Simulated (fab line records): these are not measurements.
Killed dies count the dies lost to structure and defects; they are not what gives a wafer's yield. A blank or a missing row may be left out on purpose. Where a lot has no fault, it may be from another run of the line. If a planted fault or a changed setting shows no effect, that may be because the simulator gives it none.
Chamber matching || flow gf180mcu || GF_V5_CMP_04 on cmp-01 has 4 sister chambers
The step polishes SiO2. 14 wafers are shown with their chamber, then 7 later ones without.

## WAFERS, EACH WITH ITS CHAMBER
{"wafer": "L623.3", "chamber": 0, "motorCurrentA (A)": 11.2}
{"wafer": "L623.4", "chamber": 2, "motorCurrentA (A)": 12.4}
{"wafer": "L623.6", "chamber": 0, "motorCurrentA (A)": 11.7}
{"wafer": "L624.1", "chamber": 0, "motorCurrentA (A)": 12.1}
{"wafer": "L624.3", "chamber": 1, "motorCurrentA (A)": 11.9}
{"wafer": "L624.5", "chamber": 1, "motorCurrentA (A)": 12.1}
{"wafer": "L625.4", "chamber": 0, "motorCurrentA (A)": 11.4}
{"wafer": "L625.5", "chamber": 2, "motorCurrentA (A)": 12.5}
{"wafer": "L625.6", "chamber": 3, "motorCurrentA (A)": 13.4}
{"wafer": "L627.1", "chamber": 1, "motorCurrentA (A)": 12.3}
{"wafer": "L627.4", "chamber": 0, "motorCurrentA (A)": 11.5}
{"wafer": "L627.5", "chamber": 0, "motorCurrentA (A)": 11.8}
{"wafer": "L636.2", "chamber": 0, "motorCurrentA (A)": 10.9}
{"wafer": "L636.3", "chamber": 1, "motorCurrentA (A)": 11.9}

SIGNATURES, as means of the wafers listed above
{"reading": "motorCurrentA", "chamber 0": 11.514, "chamber 1": 12.050, "chamber 2": 12.450, "chamber 3": 13.400, "scatter within a chamber": 0.326}
Rule: for each reading, subtract the chamber's mean from the wafer's reading, divide by that reading's scatter and square the result; add these up over the readings and take the root, which gives the wafer's distance from the chamber. The wafer belongs to the nearest chamber; if the next one is less than 2 further off, it can't be placed. The scatter is the square root of a quotient: the sum, over the shown wafers, of each reading's squared deviation from its chamber's mean, divided by wafers minus chambers.

## WAFERS WITHOUT THEIR CHAMBER
{"wafer": "L636.5", "motorCurrentA (A)": 12.9}
{"wafer": "L642.1", "motorCurrentA (A)": 12.9}
{"wafer": "L642.4", "motorCurrentA (A)": 12.8}
{"wafer": "L642.6", "motorCurrentA (A)": 12.2}
{"wafer": "L643.2", "motorCurrentA (A)": 13.6}
{"wafer": "L643.4", "motorCurrentA (A)": 11.9}
{"wafer": "L643.6", "motorCurrentA (A)": 11.5}

## WHICH CHAMBER EACH WENT THROUGH
{"wafer": "L636.5", "from the rows above": "can't be placed: 2 or 3 or 1", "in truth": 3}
{"wafer": "L642.1", "from the rows above": "can't be placed: 2 or 3 or 1", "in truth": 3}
{"wafer": "L642.4", "from the rows above": "can't be placed: 2 or 3 or 1", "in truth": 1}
{"wafer": "L642.6", "from the rows above": "can't be placed: 1 or 2 or 0", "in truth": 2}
{"wafer": "L643.2", "from the rows above": 3, "in truth": 3}
{"wafer": "L643.4", "from the rows above": "can't be placed: 1 or 0 or 2", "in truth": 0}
{"wafer": "L643.6", "from the rows above": "can't be placed: 0 or 1", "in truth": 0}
Correct placement for 1 of the 7. Unplaceable from these rows: 6, with the true chamber sitting among the candidates in 6. Wrongly placed: 0.
